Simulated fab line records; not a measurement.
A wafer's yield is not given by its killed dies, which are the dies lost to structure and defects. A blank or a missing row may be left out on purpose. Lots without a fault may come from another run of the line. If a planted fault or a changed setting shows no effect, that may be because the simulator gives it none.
fab line records	flow sky130
record: lots: 7	wafers: 21	last_day: 48
route steps=708 shown DNWELL@41 PWDE@45 NWELL@56 PAD_OPEN@708
lots with no fault: from the same line, run without faults
start_h: hours from the record's opening day to when the first of the lot's shown wafers began	wait_h: how many hours have passed since the lot's step before this one	" repeats the value in the row above	L1.1+2: a single row standing in for several wafers	- either no value or no given start	* or withheld: withheld	< > ~ a bound
route shown NAME@n: NAME is a module with steps in the file, n the number in the route of the first one	usual: mean and standard deviation over wafers with no fault	same: alike in all rows	chamber/n: place in a boat	sites: readings site by site	_std_site: their standard deviation	_edge_site: inner sites' mean taken away from outer sites' mean	radius_mm: for every site, how far away it sits from the centre of the wafer	mask NAME#n: copy n	behind: the most recent tool/chamber to have shaped the wafer	hold: what put the lot on hold/how long, in hours/how the hold closed	device: whichever transistor did not switch (one of n, p or np)	end of line: the tests these same wafers got at the end of their route	a step with no rows: only its recipe	killed: the dies lost at the first sort to structure and to defects; this is not the yield of the wafer	map: a wafer's dies, x killed, . not, _ none there
set.NAME: setting as actually run; set.NAME@STEP: the setting as run at that earlier step	model.NAME: the simulator's own value behind a step, which no gauge read
lots at selected steps of the route; one table per step, one row per wafer
services: when a tool's chamber went out of use (start_h, in hours from the record's first day, below 0 if earlier), for how many hours, and the reason
== steps ==
step: SKY_DNWELL_DEVELOP_06
recipe: wall_angle_deg: 90	developer: TMAH	develop_time_s: 60	dev_temp_c: 23
step: SKY_DNWELL_IMPLANT_07
recipe: species: P	energy_kev: withheld	dose_cm2: withheld	tilt_deg: withheld
step: SKY_DNWELL_STRIP_08
recipe: chemistry: O2/N2	power_w: 1400	pressure_mtorr: 1500	platen_temp_c: withheld	o2_flow_sccm: 3000	n2_flow_sccm: 300	overash_fraction: 0.5
usual: drypump_motor_current_A: 5.6/0.5	oes_product_au: 0.722/0.0045	strip_time_to_endpoint_s: 36.94/0.091
lot.wafer	tool	chamber	start_h	wait_h	drypump_motor_current_A	oes_product_au	rf_hours_counter_h	strip_time_to_endpoint_s
L902.1	plasma_asher-02	0	51.26	0.1	5.2	0.727	38	36.95
L902.2	"	1	"	"	6.5	0.722	38	36.91
L902.4	"	1	"	"	6.5	0.719	-	36.91
L906.1	plasma_asher-02	0	74.86	0.1	5.2	0.722	40	36.87
L906.2	"	1	"	"	6.5	0.718	40	36.94
L906.3	"	1	"	"	6.5	0.720	-	36.93
L910.3	plasma_asher-01	0	93.50	0.1	5.7	0.725	-	36.97
L910.5	"	0	"	"	5.7	0.714	-	37.08
L910.6	"	1	"	"	5.4	0.718	-	36.92
L916.1	plasma_asher-02	0	126.97	0.1	5.2	0.720	45	36.96
L916.2	"	1	"	"	6.5	0.719	45	36.94
L916.5	"	0	"	"	5.3	0.726	-	36.93
L917.1	plasma_asher-02	1	132.26	0.1	6.5	0.725	46	36.81
L917.3	"	0	"	"	5.2	0.728	-	36.94
L917.6	"	0	"	"	5.2	0.718	-	36.97
L918.2	plasma_asher-04	1	137.81	0.1	5.6	0.719	47	37.04
L918.4	"	0	"	"	5.0	0.723	-	37.10
L918.6	"	1	"	"	5.6	0.723	-	36.98
L919.2	plasma_asher-02	1	145.23	0.1	6.5	0.718	47	36.87
L919.4	"	0	"	"	5.2	0.719	-	37.01
L919.5	"	0	"	"	5.2	0.723	-	36.88
step: SKY_DNWELL_TW_MEAS_09
usual: DNWELL_TW: 1124/9.7
lot.wafer	tool	chamber	start_h	wait_h	DNWELL_TW
L902.1	film_metro-04	-	51.36	0.1	1125
L902.2	"	-	"	"	1130
L902.4	"	-	"	"	1128
L906.1	film_metro-03	-	74.96	0.1	1126
L906.2	"	-	"	"	1126
L906.3	"	-	"	"	1131
L910.3	film_metro-01	-	93.59	0.1	1107
L910.5	"	-	"	"	1107
L910.6	"	-	"	"	1109
L916.1	film_metro-01	-	127.07	0.1	1111
L916.2	"	-	"	"	1118
L916.5	"	-	"	"	1106
L917.1	film_metro-03	-	132.36	0.1	1126
L917.3	"	-	"	"	1132
L917.6	"	-	"	"	1126
L918.2	film_metro-03	-	137.92	0.1	1132
L918.4	"	-	"	"	1127
L918.6	"	-	"	"	1133
L919.2	film_metro-03	-	145.34	0.1	1129
L919.4	"	-	"	"	1136
L919.5	"	-	"	"	1135
step: SKY_PWDE_DEHYDRATE_00
recipe: temp_c: 200	time_s: 60
step: SKY_PWDE_HMDS_01
recipe: prime_time_s: 60	prime_temp_c: 119.1
step: SKY_PWDE_COAT_02
recipe: spin_rpm: 2000	resist_thk_nm: 3000
step: SKY_PWDE_SOFTBAKE_03
recipe: temp_c: 110	time_s: withheld
step: SKY_PWDE_EXPOSE_04
recipe: mask_id: PWDEM	na: 0.6	source_shape: conventional	sigma_outer: 0.6	polarization: unpolarized	target_cd_nm: 840	dose_mj: 214
step: SKY_PWDE_PEB_05
recipe: temp_c: 115	time_s: withheld
step: SKY_PWDE_DEVELOP_06
recipe: wall_angle_deg: 90	developer: TMAH	develop_time_s: 60	dev_temp_c: 23
step: SKY_PWDE_OVL_MEAS_07
usual: PWDE_OVL: -0.3/1.5
lot.wafer	tool	chamber	start_h	wait_h	PWDE_OVL[nm]
L902.1	overlay-02	-	67.06	-	-1.6
L902.2	"	-	"	"	-0.1
L902.4	"	-	"	"	-0.4
L906.1	overlay-01	-	91.86	-	-3.0
L906.2	"	-	"	"	-0.2
L906.3	"	-	"	"	0.6
L910.3	overlay-02	-	110.47	-	0.4
L910.5	"	-	"	"	0.6
L910.6	"	-	"	"	0.1
L916.1	overlay-01	-	145.51	-	-2.2
L916.2	"	-	"	"	-2.4
L916.5	"	-	"	"	-0.8
L917.1	overlay-01	-	151.78	-	-0.3
L917.3	"	-	"	"	1.8
L917.6	"	-	"	"	0.1
L918.2	overlay-02	-	155.93	-	1.2
L918.4	"	-	"	"	-0.8
L918.6	"	-	"	"	1.0
L919.2	overlay-01	-	164.04	-	-0.2
L919.4	"	-	"	"	-1.2
L919.5	"	-	"	"	-1.0
step: SKY_PWDE_IMPLANT_08
recipe: species: B	energy_kev: 150	dose_cm2: 3.6e+12	tilt_deg: withheld
usual: beam_energy_keV: 150.00/0.047	beam_on_s: 10.00/0.19
same: implant_ion_amu: 11
lot.wafer	tool	chamber	start_h	wait_h	beam_energy_keV	beam_on_s
L902.1	implanter-02	0	67.10	0.0	150.07	10.07
L902.2	"	0	"	"	150.09	10.09
L902.4	"	0	"	"	150.01	10.08
L906.1	implanter-02	0	91.90	0.0	149.94	9.67
L906.2	"	0	"	"	150.05	10.10
L906.3	"	0	"	"	150.08	9.88
L910.3	implanter-03	0	110.55	0.1	150.05	10.18
L910.5	"	0	"	"	149.99	10.13
L910.6	"	0	"	"	149.95	9.74
L916.1	implanter-04	0	145.55	0.0	150.05	9.97
L916.2	"	0	"	"	150.04	10.40
L916.5	"	0	"	"	150.00	10.15
L917.1	implanter-02	0	151.82	0.0	149.92	9.88
L917.3	"	0	"	"	149.99	9.83
L917.6	"	0	"	"	149.95	10.00
L917.1	implanter-02	0	152.14	0.3	149.88	9.65
L917.3	"	0	"	"	149.99	9.98
L917.6	"	0	"	"	150.01	9.75
L918.2	implanter-03	0	155.98	0.0	149.95	9.94
L918.4	"	0	"	"	150.01	10.38
L918.6	"	0	"	"	149.97	10.02
L918.2	implanter-03	0	156.30	0.3	150.10	9.77
L918.4	"	0	"	"	150.00	10.12
L918.6	"	0	"	"	150.06	9.62
L919.2	implanter-04	0	164.09	0.0	149.98	10.04
L919.4	"	0	"	"	150.07	9.98
L919.5	"	0	"	"	149.95	9.85
L919.2	implanter-04	0	164.41	0.3	150.05	10.00
L919.4	"	0	"	"	150.05	9.55
L919.5	"	0	"	"	150.08	10.13
step: SKY_PWDE_STRIP_09
recipe: chemistry: O2/N2	power_w: 1400	pressure_mtorr: 1500	platen_temp_c: withheld	o2_flow_sccm: 3000	n2_flow_sccm: 300	overash_fraction: 0.5
usual: drypump_motor_current_A: 5.8/0.53	oes_product_au: 0.722/0.0047	strip_time_to_endpoint_s: 36.93/0.11
lot.wafer	tool	chamber	start_h	wait_h	drypump_motor_current_A	oes_product_au	rf_hours_counter_h	strip_time_to_endpoint_s
L902.1	plasma_asher-03	1	67.25	0.1	5.9	0.723	24	36.95
L902.2	"	0	"	"	6.0	0.726	24	37.01
L902.4	"	1	"	"	5.9	0.721	-	36.99
L906.1	plasma_asher-02	0	92.05	0.1	5.2	0.723	42	36.95
L906.2	"	1	"	"	6.5	0.732	42	36.88
L906.3	"	0	"	"	5.2	0.731	-	36.93
L910.3	plasma_asher-04	0	110.68	0.1	5.0	0.723	-	36.84
L910.5	"	0	"	"	5.0	0.733	-	36.75
L910.6	"	1	"	"	5.6	0.723	-	36.81
L916.1	plasma_asher-03	0	145.70	0.1	6.0	0.721	32	36.66
L916.2	"	1	"	"	5.9	0.718	32	36.81
L916.5	"	1	"	"	5.9	0.721	-	36.90
L917.1	plasma_asher-03	1	152.29	0.1	5.9	0.721	33	36.73
L917.3	"	0	"	"	6.0	0.720	-	36.80
L917.6	"	0	"	"	6.0	0.719	-	36.83
L918.2	plasma_asher-02	1	156.42	0.1	6.5	0.721	49	36.94
L918.4	"	0	"	"	5.2	0.717	-	36.82
L918.6	"	0	"	"	5.2	0.723	-	36.94
L919.2	plasma_asher-02	0	164.54	0.1	5.3	0.723	49	36.76
L919.4	"	1	"	"	6.5	0.727	-	36.76
L919.5	"	0	"	"	5.3	0.720	-	36.81
step: SKY_PWDE_TW_MEAS_10
usual: PWDE_TW: 376.8/2.9
lot.wafer	tool	chamber	start_h	wait_h	PWDE_TW
L902.1	film_metro-01	-	67.35	0.1	370.4
L902.2	"	-	"	"	372.9
L902.4	"	-	"	"	372.7
L906.1	film_metro-03	-	92.15	0.1	377.0
L906.2	"	-	"	"	380.4
L906.3	"	-	"	"	377.6
L910.3	film_metro-01	-	110.77	0.1	374.3
L910.5	"	-	"	"	370.9
L910.6	"	-	"	"	372.7
L916.1	film_metro-03	-	145.80	0.1	381.3
L916.2	"	-	"	"	381.0
L916.5	"	-	"	"	377.9
L917.1	film_metro-03	-	152.39	0.1	465.9
L917.3	"	-	"	"	468.5
L917.6	"	-	"	"	468.7
L917.1	film_metro-03	-	152.61	0.2	467.0
L917.3	"	-	"	"	470.3
L917.6	"	-	"	"	468.3
L918.2	film_metro-03	-	156.54	0.1	469.9
L918.4	"	-	"	"	468.8
L918.6	"	-	"	"	469.9
L918.2	film_metro-03	-	156.77	0.2	470.1
L918.4	"	-	"	"	469.1
L918.6	"	-	"	"	467.9
L919.2	film_metro-04	-	164.65	0.1	469.7
L919.4	"	-	"	"	469.2
L919.5	"	-	"	"	469.3
L919.2	film_metro-04	-	164.87	0.2	468.9
L919.4	"	-	"	"	468.5
L919.5	"	-	"	"	470.3
step: SKY_NWELL_DEHYDRATE_03
recipe: temp_c: 200	time_s: 60
step: SKY_NWELL_HMDS_04
recipe: prime_time_s: 60	prime_temp_c: 120
step: SKY_NWELL_COAT_05
recipe: spin_rpm: 2000	resist_thk_nm: 3000
step: SKY_NWELL_SOFTBAKE_06
recipe: temp_c: 110	time_s: withheld
step: SKY_NWELL_EXPOSE_07
recipe: mask_id: NWM	na: 0.6	source_shape: conventional	sigma_outer: 0.6	polarization: unpolarized	target_cd_nm: 840	dose_mj: 255
step: SKY_NWELL_PEB_08
recipe: temp_c: 115	time_s: withheld
step: SKY_NWELL_DEVELOP_09
recipe: wall_angle_deg: 90	developer: TMAH	develop_time_s: 60	dev_temp_c: 23
step: SKY_NWELL_OVL_MEAS_10
usual: NWELL_00_OVL: -0.8/1.5
lot.wafer	tool	chamber	start_h	wait_h	NWELL_00_OVL[nm]
L902.1	overlay-01	-	83.92	-	2.3
L902.2	"	-	"	"	1.0
L902.4	"	-	"	"	1.3
L906.1	overlay-02	-	109.52	-	-1.3
L906.2	"	-	"	"	-0.7
L906.3	"	-	"	"	-3.0
L910.3	overlay-01	-	128.97	-	0.2
L910.5	"	-	"	"	0.3
L910.6	"	-	"	"	-0.5
L916.1	overlay-02	-	165.32	-	-1.6
L916.2	"	-	"	"	-2.8
L916.5	"	-	"	"	-0.3
L917.1	overlay-02	-	171.66	-	-1.2
L917.3	"	-	"	"	0.5
L917.6	"	-	"	"	0.8
L918.2	overlay-02	-	176.53	-	-0.3
L918.4	"	-	"	"	-0.7
L918.6	"	-	"	"	-0.3
L919.2	overlay-02	-	184.48	-	1.0
L919.4	"	-	"	"	0.8
L919.5	"	-	"	"	-0.2
step: SKY_NWELL_IMPLANT_11
recipe: species: P	energy_kev: 400	dose_cm2: 1.9e+13	tilt_deg: withheld
step: SKY_NWELL_IMPLANT_12
recipe: species: P	energy_kev: 120	dose_cm2: 1.3e+12	tilt_deg: withheld
step: SKY_NWELL_IMPLANT_13
recipe: species: P	energy_kev: 50	dose_cm2: 7e+11	tilt_deg: withheld
step: SKY_NWELL_STRIP_14
recipe: chemistry: O2/N2	power_w: 1400	pressure_mtorr: 1500	platen_temp_c: withheld	o2_flow_sccm: 3000	n2_flow_sccm: 300	overash_fraction: 0.5
usual: drypump_motor_current_A: 5.9/0.42	oes_product_au: 0.723/0.0042	strip_time_to_endpoint_s: 36.92/0.088
lot.wafer	tool	chamber	start_h	wait_h	drypump_motor_current_A	oes_product_au	rf_hours_counter_h	strip_time_to_endpoint_s
L902.1	plasma_asher-03	0	84.40	0.1	6.0	0.724	26	36.93
L902.2	"	1	"	"	5.9	0.723	26	36.82
L902.4	"	0	"	"	6.0	0.729	-	37.04
L906.1	plasma_asher-03	1	110.00	0.1	5.9	0.721	28	37.00
L906.2	"	0	"	"	6.0	0.722	28	36.99
L906.3	"	1	"	"	5.9	0.715	-	36.92
L910.3	plasma_asher-02	0	129.48	0.1	5.2	0.723	-	36.91
L910.5	"	0	"	"	5.2	0.726	-	36.86
L910.6	"	1	"	"	6.5	0.719	-	36.84
L916.1	plasma_asher-03	0	165.81	0.1	6.1	0.718	34	36.83
L916.2	"	1	"	"	5.9	0.717	34	36.89
L916.5	"	0	"	"	6.0	0.724	-	36.93
L917.1	plasma_asher-03	1	172.15	0.1	5.9	0.726	35	36.84
L917.3	"	0	"	"	6.0	0.714	-	36.95
L917.6	"	0	"	"	6.0	0.718	-	36.95
L918.2	plasma_asher-02	1	177.01	0.1	6.5	0.719	51	36.77
L918.4	"	1	"	"	6.5	0.721	-	36.71
L918.6	"	0	"	"	5.2	0.728	-	36.80
L919.2	plasma_asher-02	0	184.96	0.1	5.2	0.723	52	37.08
L919.4	"	0	"	"	5.2	0.727	-	36.97
L919.5	"	0	"	"	5.2	0.723	-	37.02
step: SKY_NWELL_TW_MEAS_15
usual: NWELL_TW: 1835/14
lot.wafer	tool	chamber	start_h	wait_h	NWELL_TW
L902.1	film_metro-03	-	84.50	0.1	1833
L902.2	"	-	"	"	1840
L902.4	"	-	"	"	1855
L906.1	film_metro-03	-	110.10	0.1	1829
L906.2	"	-	"	"	1834
L906.3	"	-	"	"	1828
L910.3	film_metro-01	-	129.60	0.1	1823
L910.5	"	-	"	"	1812
L910.6	"	-	"	"	1821
L916.1	film_metro-01	-	165.91	0.1	1814
L916.2	"	-	"	"	1817
L916.5	"	-	"	"	1812
L917.1	film_metro-04	-	172.25	0.1	1847
L917.3	"	-	"	"	1839
L917.6	"	-	"	"	1839
L918.2	film_metro-04	-	177.12	0.1	1853
L918.4	"	-	"	"	1855
L918.6	"	-	"	"	1853
L919.2	film_metro-04	-	185.12	0.1	1852
L919.4	"	-	"	"	1845
L919.5	"	-	"	"	1855
step: SKY_NWELL_DEHYDRATE_16
recipe: temp_c: 200	time_s: 60
step: SKY_NWELL_HMDS_17
recipe: prime_time_s: 60	prime_temp_c: 120
step: SKY_NWELL_COAT_18
recipe: spin_rpm: 2000	resist_thk_nm: 3000
step: SKY_NWELL_SOFTBAKE_19
recipe: temp_c: 110	time_s: withheld
step: SKY_NWELL_EXPOSE_20
recipe: mask_id: NWM_COMPLEMENT	na: 0.6	source_shape: conventional	sigma_outer: 0.6	polarization: unpolarized	target_cd_nm: 840	dose_mj: 260
step: SKY_NWELL_PEB_21
recipe: temp_c: 115	time_s: withheld
step: SKY_NWELL_DEVELOP_22
recipe: wall_angle_deg: 90	developer: TMAH	develop_time_s: 60	dev_temp_c: 23
step: SKY_NWELL_OVL_MEAS_23
usual: NWELL_01_OVL: 0.0/1.4
lot.wafer	tool	chamber	start_h	wait_h	NWELL_01_OVL[nm]
L902.1	overlay-01	-	100.46	-	-2.1
L902.2	"	-	"	"	1.7
L902.4	"	-	"	"	-1.1
L906.1	overlay-01	-	128.01	-	-0.7
L906.2	"	-	"	"	-0.2
L906.3	"	-	"	"	-0.9
L910.3	overlay-02	-	147.92	-	-0.2
L910.5	"	-	"	"	-0.2
L910.6	"	-	"	"	0.7
L916.1	overlay-02	-	186.32	-	-0.9
L916.2	"	-	"	"	-1.5
L916.5	"	-	"	"	-3.2
L917.1	overlay-01	-	192.71	-	-1.2
L917.3	"	-	"	"	-1.5
L917.6	"	-	"	"	-0.3
L918.2	overlay-02	-	197.37	-	0.4
L918.4	"	-	"	"	2.3
L918.6	"	-	"	"	0.1
L919.2	overlay-02	-	205.67	-	-0.6
L919.4	"	-	"	"	0.9
L919.5	"	-	"	"	0.7
step: SKY_NWELL_IMPLANT_24
recipe: species: B	energy_kev: 140	dose_cm2: 9.337e+12	tilt_deg: withheld
step: SKY_NWELL_STRIP_25
recipe: chemistry: O2/N2	power_w: 1400	pressure_mtorr: 1500	platen_temp_c: withheld	o2_flow_sccm: 3000	n2_flow_sccm: 300	overash_fraction: 0.5
usual: drypump_motor_current_A: 5.7/0.39	oes_product_au: 0.723/0.0045	strip_time_to_endpoint_s: 36.88/0.13
lot.wafer	tool	chamber	start_h	wait_h	drypump_motor_current_A	oes_product_au	rf_hours_counter_h	strip_time_to_endpoint_s
L902.1	plasma_asher-01	1	100.65	0.1	5.5	0.720	40	37.02
L902.2	"	0	"	"	5.7	0.729	40	37.12
L902.4	"	0	"	"	5.7	0.725	-	37.04
L906.1	plasma_asher-02	1	128.20	0.1	6.5	0.723	45	36.97
L906.2	"	0	"	"	5.2	0.724	45	36.94
L906.3	"	0	"	"	5.3	0.726	-	37.09
L910.3	plasma_asher-02	0	148.13	0.1	5.2	0.722	-	37.01
L910.5	"	0	"	"	5.2	0.724	-	36.96
L910.6	"	1	"	"	6.5	0.719	-	37.07
L916.1	plasma_asher-01	1	186.51	0.1	5.4	0.724	6	36.84
L916.2	"	0	"	"	5.7	0.731	6	36.73
L916.5	"	1	"	"	5.4	0.725	-	36.76
L917.1	plasma_asher-01	1	192.90	0.1	5.4	0.724	7	36.87
L917.3	"	0	"	"	5.6	0.718	-	36.92
L917.6	"	0	"	"	5.7	0.728	-	36.91
L918.2	plasma_asher-02	0	197.55	0.1	5.2	0.724	53	36.70
L918.4	"	0	"	"	5.2	0.719	-	36.76
L918.6	"	1	"	"	6.5	0.720	-	36.72
L919.2	plasma_asher-01	1	205.85	0.1	5.4	0.725	8	36.63
L919.4	"	1	"	"	5.4	0.722	-	36.85
L919.5	"	0	"	"	5.6	0.725	-	36.84
step: SKY_NWELL_TW_MEAS_26
usual: NWELL_2_TW: 503.6/3
lot.wafer	tool	chamber	start_h	wait_h	NWELL_2_TW
L902.1	film_metro-04	-	100.75	0.1	507.2
L902.2	"	-	"	"	505.5
L902.4	"	-	"	"	504.9
L906.1	film_metro-04	-	128.30	0.1	501.5
L906.2	"	-	"	"	502.2
L906.3	"	-	"	"	503.1
L910.3	film_metro-04	-	148.22	0.1	507.3
L910.5	"	-	"	"	508.9
L910.6	"	-	"	"	506.3
L916.1	film_metro-04	-	186.61	0.1	507.5
L916.2	"	-	"	"	505.3
L916.5	"	-	"	"	509.8
L917.1	film_metro-04	-	193.00	0.1	503.1
L917.3	"	-	"	"	507.0
L917.6	"	-	"	"	503.2
L918.2	film_metro-01	-	197.66	0.1	499.8
L918.4	"	-	"	"	500.9
L918.6	"	-	"	"	496.6
L919.2	film_metro-04	-	205.96	0.1	505.6
L919.4	"	-	"	"	504.9
L919.5	"	-	"	"	503.3
step: SKY_NWELL_CLEAN_27
recipe: chemistry: SC1/SC2	mix: 1:4:20	temp_c: 70	time_s: 150	dry: n2_spin
step: SKY_NWELL_RTA_28
recipe: temp_c: 1050	time_s: 30	idle_temp_c: 650	ramp_up_c_per_s: 150	ramp_down_c_per_s: 90	ambient: N2
usual: lamp_power_pct: 25.31/0.058	ramp_down_c_per_s: 89.999/0.018	wafer_temp_C_max: 1055.0/1
lot.wafer	tool	chamber	start_h	wait_h	lamp_power_pct	ramp_down_c_per_s	wafer_temp_C_max
L902.1	rtp_anneal-02	0	100.86	0.0	25.35	89.977	1053.5
L902.2	"	0	"	"	25.30	90.027	1054.6
L902.4	"	0	"	"	25.29	89.970	1054.1
L906.1	rtp_anneal-01	0	128.41	0.0	25.31	89.987	1059.3
L906.2	"	0	"	"	25.32	89.998	1056.4
L906.3	"	0	"	"	25.32	89.994	1054.8
L910.3	rtp_anneal-02	0	148.34	0.0	25.46	90.030	1054.9
L910.5	"	0	"	"	25.29	90.037	1055.2
L910.6	"	0	"	"	25.31	89.987	1054.4
L916.1	rtp_anneal-02	0	186.72	0.0	25.37	90.015	1054.8
L916.2	"	0	"	"	25.32	90.010	1055.5
L916.5	"	0	"	"	25.34	89.985	1056.4
L917.1	rtp_anneal-01	0	193.11	0.0	25.24	89.994	1054.7
L917.3	"	0	"	"	25.38	90.000	1053.8
L917.6	"	0	"	"	25.31	89.992	1054.1
L918.2	rtp_anneal-02	0	197.77	0.0	25.35	90.015	1055.6
L918.4	"	0	"	"	25.30	90.006	1055.6
L918.6	"	0	"	"	25.20	89.973	1055.7
L919.2	rtp_anneal-01	0	206.08	0.0	25.36	89.987	1055.0
L919.4	"	0	"	"	25.44	90.002	1054.2
L919.5	"	0	"	"	25.39	89.991	1055.0
step: SKY_NWELL_RS_MEAS_29
recipe: thk_meas_gauge: four-point-probe
usual: NWELL_RS: 624.6/1.5
lot.wafer	tool	chamber	start_h	wait_h	NWELL_RS[ohm/sq]
L902.1	film_metro-03	-	100.96	0.1	625.2
L902.2	"	-	"	"	626.0
L902.4	"	-	"	"	625.9
L906.1	film_metro-01	-	128.51	0.1	622.8
L906.2	"	-	"	"	620.8
L906.3	"	-	"	"	622.5
L910.3	film_metro-03	-	148.45	0.1	626.0
L910.5	"	-	"	"	625.0
L910.6	"	-	"	"	624.7
L916.1	film_metro-03	-	186.82	0.1	625.0
L916.2	"	-	"	"	625.0
L916.5	"	-	"	"	627.5
L917.1	film_metro-01	-	193.21	0.1	627.4
L917.3	"	-	"	"	625.1
L917.6	"	-	"	"	626.7
L918.2	film_metro-01	-	197.88	0.1	623.5
L918.4	"	-	"	"	623.9
L918.6	"	-	"	"	623.1
L919.2	film_metro-03	-	206.18	0.1	625.1
L919.4	"	-	"	"	626.6
L919.5	"	-	"	"	625.7
step: SKY_NWELL_RS_MEAS_31
recipe: thk_meas_gauge: four-point-probe
usual: PWDE_RS: 5270/20
lot.wafer	tool	chamber	start_h	wait_h	PWDE_RS[ohm/sq]
L902.1	film_metro-03	-	101.20	0.1	5295
L902.2	"	-	"	"	5297
L902.4	"	-	"	"	5292
L906.1	film_metro-01	-	128.75	0.1	5259
L906.2	"	-	"	"	5265
L906.3	"	-	"	"	5296
L910.3	film_metro-03	-	148.69	0.1	5240
L910.5	"	-	"	"	5248
L910.6	"	-	"	"	5251
L916.1	film_metro-03	-	187.06	0.1	5280
L916.2	"	-	"	"	5271
L916.5	"	-	"	"	5283
L917.1	film_metro-01	-	193.45	0.1	3118
L917.3	"	-	"	"	3118
L917.6	"	-	"	"	3115
L917.1	film_metro-01	-	193.78	0.3	3110
L917.3	"	-	"	"	3118
L917.6	"	-	"	"	3116
L918.2	film_metro-01	-	198.12	0.1	3100
L918.4	"	-	"	"	3099
L918.6	"	-	"	"	3107
L918.2	film_metro-01	-	198.40	0.3	3104
L918.4	"	-	"	"	3101
L918.6	"	-	"	"	3099
L919.2	film_metro-03	-	206.42	0.1	3110
L919.4	"	-	"	"	3115
L919.5	"	-	"	"	3122
L919.2	film_metro-03	-	206.71	0.3	3110
L919.4	"	-	"	"	3111
L919.5	"	-	"	"	3111
step: SKY_PAD_OPEN_PROBE_99
usual: defect_limited_yield: 82.5/1.9	killed_at_M0_to_M3: 44/6.6	killed_at_M4_up: 3.0/2	killed_at_contacts: 24/5.1	killed_at_front_end: 15/4.1	killed_at_other: 0.4/0.62	killed_dies: 86/9.3	killed_open: 46/6.8	killed_short: 40/5.8	sort_bin_3_pad_short: 0.8/0.4	sort_bin_5_function: 10.3/1.4	sort_bin_6_memory: 6.4/1	sort_n_pass: 406/9.3	sort_yield_pct: 82.5/1.9
same: gross_dies: 492	killed_at_back_side: 0	sort_bin_4_leakage[%]: 0	sort_bin_8_speed[%]: 0
lot.wafer	tool	chamber	start_h	wait_h	defect_limited_yield[%]	killed_at_M0_to_M3	killed_at_M4_up	killed_at_contacts	killed_at_front_end	killed_at_other	killed_dies	killed_open	killed_short	sort_bin_3_pad_short[%]	sort_bin_5_function[%]	sort_bin_6_memory[%]	sort_n_pass	sort_yield_pct[%]
L906.1	prober-02	-	1106.46	0.1	81.3	48	5	27	11	1	92	44	47	1.4	8.7	8.5	400	81.3
L906.2	prober-02	-	1106.51	0.1	81.1	46	1	25	19	2	93	46	47	1.4	11.8	5.7	399	81.1
L906.3	prober-02	-	1106.56	0.2	81.9	50	3	19	16	1	89	45	43	1.2	10.6	6.3	403	81.9
L910.3	prober-01	-	1116.80	0.2	80.3	43	1	26	27	0	97	47	50	0.8	11.6	7.3	395	80.3
L910.5	prober-01	-	1116.90	0.2	78.3	47	3	36	21	0	107	69	38	0.6	13.8	7.3	385	78.3
L910.6	prober-01	-	1116.95	0.2	78.0	53	0	32	22	1	108	56	52	0.8	11.8	9.3	384	78.0
killed by level:class
L906.1 CONTACT:geometric_particle:open=12 VIA1:geometric_particle:open=10 LOCAL_INTERCONNECT:geometric_particle:short=7 METAL1:geometric_particle:short=7 VIA2:geometric_particle:open=7 VIA1:geometric_particle:short=6 VIA3:geometric_particle:short=4 METAL2:geometric_particle:short=4
L906.2 LI_CONTACT:geometric_particle:open=8 VIA1:geometric_particle:open=8 METAL2:geometric_particle:short=6 FIELD_ISO:geometric_particle:open=5 POLY_GATE:geometric_particle:short=5 POLY_GATE:geometric_particle:open=5 LOCAL_INTERCONNECT:geometric_particle:short=5 METAL1:geometric_particle:short=5
L906.3 VIA1:geometric_particle:open=13 CONTACT:geometric_particle:open=9 VIA1:geometric_particle:short=8 VIA2:geometric_particle:open=8 POLY_GATE:geometric_particle:open=5 METAL1:geometric_particle:short=5 FIELD_ISO:geometric_particle:open=4 METAL3:geometric_particle:short=4
L910.3 CONTACT:geometric_particle:open=9 METAL2:geometric_particle:short=8 POLY_GATE:geometric_particle:short=7 LI_CONTACT:geometric_particle:open=7 METAL1:geometric_particle:short=7 POLY_GATE:geometric_particle:open=6 CONTACT:geometric_particle:short=6 VIA3:geometric_particle:open=6
L910.5 VIA1:geometric_particle:open=16 CONTACT:geometric_particle:open=13 LI_CONTACT:geometric_particle:open=10 POLY_GATE:geometric_particle:open=9 VIA2:geometric_particle:open=8 FIELD_ISO:geometric_particle:open=6 POLY_GATE:geometric_particle:short=5 CONTACT:geometric_particle:short=5
L910.6 VIA1:geometric_particle:open=12 METAL1:geometric_particle:short=11 VIA1:geometric_particle:short=11 CONTACT:geometric_particle:open=9 LI_CONTACT:geometric_particle:open=7 VIA2:geometric_particle:open=7 FIELD_ISO:geometric_particle:open=6 POLY_GATE:geometric_particle:open=5
== services ==
tool	chamber	start_h	hours	kind
implanter-03	-	37.38	5.1	repair
plasma_asher-01	-	43.82	1.0	repair
plasma_asher-04	-	52.65	0.7	repair
implanter-04	-	72.73	2.7	repair
implanter-02	-	89.38	1.1	repair
plasma_asher-03	-	96.32	1.0	repair
implanter-03	-	96.85	4.7	repair
plasma_asher-02	-	108.02	2.8	pm
plasma_asher-01	-	108.75	9.0	pm
plasma_asher-01	0	108.75	9.0	vent_cycle
plasma_asher-01	1	108.75	9.0	vent_cycle
implanter-04	-	114.75	7.8	repair
plasma_asher-01	0	117.75	-	clean
plasma_asher-01	1	117.75	-	clean
plasma_asher-04	-	132.39	3.3	repair
implanter-03	-	138.55	1.9	repair
plasma_asher-01	-	165.10	2.6	repair
plasma_asher-03	-	166.29	1.3	repair
implanter-02	-	179.39	2.9	repair
plasma_asher-03	-	182.95	15.6	pm
implanter-02	-	188.78	2.4	repair
== key ==
first_sign: step: SKY_PWDE_IMPLANT_08	reading: visit	direction: added
effect: step: SKY_PWDE_TW_MEAS_10	reading: visit	direction: added
effect: step: SKY_PWDE_TW_MEAS_10	reading: PWDE_TW	direction: up	sigmas: 32	usual: 376.8	struck: 468.9
effect: step: SKY_NWELL_RS_MEAS_31	reading: PWDE_RS	direction: down	sigmas: 99+	usual: 5270	struck: 3112
met_at SKY_PWDE_IMPLANT_08
struck_wafers L917.1,L917.3,L917.6,L918.2,L918.4,L918.6,L919.2,L919.4,L919.5
scrapped_behind SKY_NWELL_RS_MEAS_31 L917.1,L917.3,L917.6,L918.2,L918.4,L918.6,L919.2,L919.4,L919.5
fault: kind: repeated_step_whole	tool: implanter-02,implanter-03,implanter-04	chamber: -	onset_h: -	steps: SKY_PWDE_IMPLANT_08	times: 1	scope: struck_lots_only
